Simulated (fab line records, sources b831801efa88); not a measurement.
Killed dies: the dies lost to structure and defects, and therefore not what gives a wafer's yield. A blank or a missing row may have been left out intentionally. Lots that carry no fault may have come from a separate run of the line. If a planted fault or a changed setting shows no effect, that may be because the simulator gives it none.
fab line records    flow sky130
[record] lots = 6  wafers = 18  last_day = 52
route steps=708 shown SONOS_TUNNEL@156 SONOS_ONO@168 PAD_OPEN@708
lots untouched by any fault: they come from a run of this same line in which no faults occurred
start_h: hours from the record's first day to the start of the lot's first wafer shown    wait_h: how many hours have passed since the lot's step before this one    " unchanged from the row above    L1.1+2: several wafers, shown together as one row    - no value, or no start was given    * or withheld: withheld    < > ~ a bound
route shown NAME@n: NAME is a module with steps in the file, n the number in the route of the first one    usual: mean and standard deviation over wafers with no fault    same: alike in all rows    chamber/n: place in a boat    sites: each site's reading    _std_site: the standard deviation of these    _edge_site: inner sites' mean taken away from outer sites' mean    radius_mm: how far each site lies from the wafer's centre    mask NAME#n: copy n    behind: the last tool/chamber to shape the wafer    hold: why the lot was held/for how many hours/how that ended    device: which transistor (n, p or np) failed to switch    end of line: tests of these same wafers at the route's end    a step given without rows: its recipe and nothing more    killed: count of dies lost to structure and defects at first sort (not the wafer's yield)    map: a wafer's dies, marking killed ones x, the rest . and places with no die _
set.NAME: the setting that was run; set.NAME@STEP: the one run at that earlier step    model.NAME: the simulator's own value behind a step, which no gauge read
certain route steps with their lots: each step a table, each wafer a row
services: from which hour (start_h, from the record's first day; less than 0 if before it) a tool's chamber was out of use, for how many hours, and why
[[steps]]
[step SKY_SONOS_TUNNEL_COAT_02]
[recipe] resist = NOVOLAK  spin_rpm = 3000  resist_thk_nm = 1140
[step SKY_SONOS_TUNNEL_SOFTBAKE_03]
[recipe] temp_c = 90  time_s = 60  resist = NOVOLAK
[step SKY_SONOS_TUNNEL_EXPOSE_04]
[recipe] mask_id = TUNM  na = 0.6  source_shape = conventional  sigma_outer = 0.6  polarization = unpolarized  target_cd_nm = 410  dose_mj = 136
[step SKY_SONOS_TUNNEL_PEB_05]
[recipe] temp_c = withheld  time_s = *  resist = NOVOLAK
[step SKY_SONOS_TUNNEL_DEVELOP_06]
[recipe] resist = NOVOLAK  developer = TMAH  develop_time_s = 60  dev_temp_c = 23
[step SKY_SONOS_TUNNEL_CD_MEAS_07]
[recipe] target_cd_nm = 410
[usual] cd_nm = 409.4/2.1
lot.wafer  tool       chamber  start_h  wait_h  cd_nm
L911.2     cd_sem-01  -        218.13   0.3     406.9
L911.5     "          -        "        "       409.2
L911.6     "          -        "        "       410.6
L916.1     cd_sem-01  -        251.74   0.1     411.6
L916.5     "          -        "        "       411.0
L916.6     "          -        "        "       409.6
L924.2     cd_sem-02  -        303.43   0.1     408.0
L924.3     "          -        "        "       409.9
L924.4     "          -        "        "       410.1
L925.2     cd_sem-01  -        305.63   0.1     410.8
L925.4     "          -        "        "       410.0
L925.5     "          -        "        "       415.3
L929.1     cd_sem-02  -        521.06   0.1     407.3
L929.5     "          -        "        "       408.6
L929.6     "          -        "        "       410.1
L930.1     cd_sem-02  -        521.24   0.1     412.8
L930.3     "          -        "        "       411.2
L930.5     "          -        "        "       411.4
[step SKY_SONOS_TUNNEL_OVL_MEAS_08]
[usual] SONOS_TUNNEL_OVL = -0.1/1.6
lot.wafer  tool        chamber  start_h  wait_h  SONOS_TUNNEL_OVL[nm]
L911.2     overlay-02  -        218.23   0.1     2.2
L911.5     "           -        "        "       1.0
L911.6     "           -        "        "       1.3
L916.1     overlay-02  -        251.86   0.1     -0.4
L916.5     "           -        "        "       -1.8
L916.6     "           -        "        "       -1.4
L924.2     overlay-02  -        303.54   0.1     -2.4
L924.3     "           -        "        "       -1.7
L924.4     "           -        "        "       -1.7
L925.2     overlay-01  -        305.73   0.1     3.3
L925.4     "           -        "        "       2.5
L925.5     "           -        "        "       3.8
L929.1     overlay-01  -        521.18   0.1     -0.9
L929.5     "           -        "        "       -2.6
L929.6     "           -        "        "       -2.4
L930.1     overlay-01  -        521.36   0.1     0.7
L930.3     "           -        "        "       -2.1
L930.5     "           -        "        "       0.8
[step SKY_SONOS_TUNNEL_IMPLANT_09]
[recipe] species = B  energy_kev = 20  dose_cm2 = 1e+12  tilt_deg = withheld
[step SKY_SONOS_TUNNEL_WET_ETCH_10]
[recipe] chemistry = dHF  target_depth_nm = 14  target = SiO2  dilution = 100:1  temp_c = 25  time_s = 280
[step SKY_SONOS_TUNNEL_STRIP_11]
[recipe] chemistry = SPM  time_s = 600  temp_c = 130
[step SKY_SONOS_TUNNEL_TW_MEAS_12]
[usual] SONOS_TUNNEL_TW = 197.1/1.9
lot.wafer  tool           chamber  start_h  wait_h  SONOS_TUNNEL_TW
L911.2     film_metro-02  -        218.70   0.0     194.7
L911.5     "              -        "        "       195.8
L911.6     "              -        "        "       195.9
L916.1     film_metro-03  -        252.31   0.0     199.0
L916.5     "              -        "        "       198.2
L916.6     "              -        "        "       200.4
L924.2     film_metro-02  -        303.99   0.0     196.2
L924.3     "              -        "        "       197.2
L924.4     "              -        "        "       196.4
L925.2     film_metro-03  -        306.20   0.0     199.7
L925.4     "              -        "        "       199.2
L925.5     "              -        "        "       198.4
L930.1     film_metro-02  -        521.82   0.0     195.5
L930.3     "              -        "        "       195.8
L930.5     "              -        "        "       196.2
L929.1     film_metro-03  -        521.86   0.0     199.2
L929.5     "              -        "        "       200.1
L929.6     "              -        "        "       199.5
[step SKY_SONOS_TUNNEL_CLEAN_13]
[recipe] chemistry = dHF  time_s = 20  dilution = 100:1  dry = ipa_marangoni
[step SKY_SONOS_ONO_OXIDATION_00]
[recipe] temp_c = 800  ambient = O2  idle_temp_c = 700  ramp_up_c_per_min = 10  ramp_down_c_per_min = 3  stabilise_s = 600  purge_s = 300  target_thk_a = 26  ox_time_s = 1249
[usual] zone_power_top_pct = 25.9/0.45
lot.wafer  tool        chamber  start_h  wait_h  zone_power_top_pct
L911.2     furnace-01  0        225.69   6.9     25.3
L911.5     "           0        "        "       25.2
L911.6     "           0        "        "       25.6
L916.1     furnace-01  0        255.15   2.8     25.6
L916.5     "           0        "        "       25.9
L916.6     "           0        "        "       25.4
L924.2     furnace-01  0        304.06   0.0     25.9
L924.3     "           0        "        "       25.9
L924.4     "           0        "        "       25.4
L924.2     furnace-02  0        306.46   1.1     26.9
L924.3     "           0        "        "       26.2
L924.4     "           0        "        "       26.5
L925.2     furnace-01  0        309.23   3.0     25.9
L925.4     "           0        "        "       25.4
L925.5     "           0        "        "       25.7
L925.2     furnace-01  0        312.09   1.5     25.8
L925.4     "           0        "        "       25.8
L925.5     "           0        "        "       25.3
L929.1     furnace-02  0        522.53   0.6     27.0
L929.5     "           0        "        "       26.6
L929.6     "           0        "        "       26.3
L930.1     furnace-02  0        522.53   0.6     26.4
L930.3     "           0        "        "       26.5
L930.5     "           0        "        "       26.2
[step SKY_SONOS_ONO_THK_MEAS_01]
[recipe] reads = SiO2_of_SONOS_ONO_OXIDATION_00
[usual] SONOS_ONO_OXIDATION_THK = 2.59/0.057
lot.wafer  tool           chamber  start_h  wait_h  SONOS_ONO_OXIDATION_THK[nm]
L911.2     film_metro-01  -        227.05   0.0     2.56
L911.5     "              -        "        "       2.49
L911.6     "              -        "        "       2.52
L916.1     film_metro-04  -        256.50   0.0     2.68
L916.5     "              -        "        "       2.63
L916.6     "              -        "        "       2.55
L924.2     film_metro-04  -        307.82   0.0     4.34
L924.3     "              -        "        "       4.33
L924.4     "              -        "        "       4.39
L925.2     film_metro-01  -        313.45   0.0     4.23
L925.4     "              -        "        "       4.30
L925.5     "              -        "        "       4.28
L929.1     film_metro-04  -        523.88   0.0     2.58
L929.5     "              -        "        "       2.60
L929.6     "              -        "        "       2.61
L930.1     film_metro-03  -        523.88   0.0     2.54
L930.3     "              -        "        "       2.60
L930.5     "              -        "        "       2.59
[step SKY_SONOS_ONO_CVD_02]
[recipe] material = Si3N4  precursor = DCS/NH3  target_thk_nm = 10.5  temp_c = 770  time_s = 180  pressure_mtorr = 250
[step SKY_PAD_OPEN_PROBE_99]
[usual] killed_at_M0_to_M3 = 43/7  killed_at_M4_up = 2.7/1.6  killed_at_contacts = 24/5.3  killed_at_front_end = 16/4.6  killed_at_other = 0.3/0.53  killed_dies = 86/9.3  killed_open = 47/6.9  killed_short = 38/6.1
[same] gross_dies = 492  killed_at_back_side = 0
lot.wafer  tool       chamber  start_h  wait_h  killed_at_M0_to_M3  killed_at_M4_up  killed_at_contacts  killed_at_front_end  killed_at_other  killed_dies  killed_open  killed_short
L911.2     prober-02  -        1042.97  0.1     42                  3                26                  19                   1                91           53           38
L911.5     prober-02  -        1043.12  0.2     43                  3                28                  11                   1                86           45           41
L911.6     prober-02  -        1043.17  0.2     42                  3                17                  17                   2                81           39           41
L916.1     prober-01  -        1077.26  0.1     46                  4                18                  19                   1                88           48           40
L916.5     prober-01  -        1077.46  0.2     46                  0                24                  8                    0                78           46           32
L916.6     prober-01  -        1077.51  0.2     46                  4                22                  10                   0                82           48           34
// killed by level:class
L911.2 LI_CONTACT:geometric_particle:open=10 VIA1:geometric_particle:open=8 CONTACT:geometric_particle:open=7 METAL2:geometric_particle:short=7 VIA3:geometric_particle:open=7 LOCAL_INTERCONNECT:geometric_particle:short=6 VIA2:geometric_particle:open=6 FIELD_ISO:geometric_particle:open=5
L911.5 VIA1:geometric_particle:open=12 CONTACT:geometric_particle:short=10 VIA1:geometric_particle:short=8 CONTACT:geometric_particle:open=7 LI_CONTACT:geometric_particle:open=6 VIA3:geometric_particle:open=6 METAL1:geometric_particle:short=5 METAL2:geometric_particle:short=5
L911.6 VIA1:geometric_particle:open=9 VIA1:geometric_particle:short=8 VIA3:geometric_particle:open=7 POLY_GATE:geometric_particle:short=6 CONTACT:geometric_particle:open=6 METAL2:geometric_particle:short=5 FIELD_ISO:geometric_particle:open=4 LI_CONTACT:geometric_particle:open=4
L916.1 VIA1:geometric_particle:open=11 VIA3:geometric_particle:open=7 LI_CONTACT:geometric_particle:open=6 CONTACT:geometric_particle:open=5 METAL1:geometric_particle:short=5 VIA2:geometric_particle:open=4 VIA2:geometric_particle:short=4 METAL3:geometric_particle:short=4
L916.5 VIA1:geometric_particle:open=12 VIA3:geometric_particle:open=11 LI_CONTACT:geometric_particle:open=8 CONTACT:geometric_particle:open=6 VIA2:geometric_particle:open=5 LOCAL_INTERCONNECT:geometric_particle:short=5 METAL1:geometric_particle:short=5 VIA1:geometric_particle:short=4
L916.6 VIA1:geometric_particle:open=9 METAL2:geometric_particle:short=8 CONTACT:geometric_particle:open=7 VIA3:geometric_particle:open=7 VIA2:geometric_particle:open=6 VIA1:geometric_particle:short=6 CONTACT:geometric_particle:short=5 LI_CONTACT:geometric_particle:open=5
[[services]]
tool        chamber  start_h  hours  kind
furnace-02  -        260.69   4.1    pm
furnace-01  -        264.98   3.3    pm
furnace-02  -        267.75   2.7    pm
furnace-01  -        286.87   4.0    pm
furnace-01  -        295.03   1.1    pm
furnace-02  -        356.63   15.3   pm
furnace-01  -        406.71   4.4    pm
furnace-02  -        512.24   4.9    pm
[[key]]
[first_sign] step = SKY_SONOS_ONO_OXIDATION_00  reading = visit  direction = added
[effect] step = SKY_SONOS_ONO_THK_MEAS_01  reading = SONOS_ONO_OXIDATION_THK  direction = up  sigmas = 30  usual = 2.59  struck = 4.31
met_at SKY_SONOS_ONO_OXIDATION_00
struck_wafers L924.2,L924.3,L924.4,L925.2,L925.4,L925.5
tester_left_out L924,L925
[fault] kind = repeated_step_whole  tool = furnace-01,furnace-02  chamber = -  onset_h = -  steps = SKY_SONOS_ONO_OXIDATION_00  times = 1  scope = struck_lots_only
// tester_left_out: of these lots the tester's yield and bins aren't shown, on N5 and GAA mostly nor the transistor test; their killed dies are dies lost to structure and defects alone, not to doping, threshold or leakage, so they don't give the yield
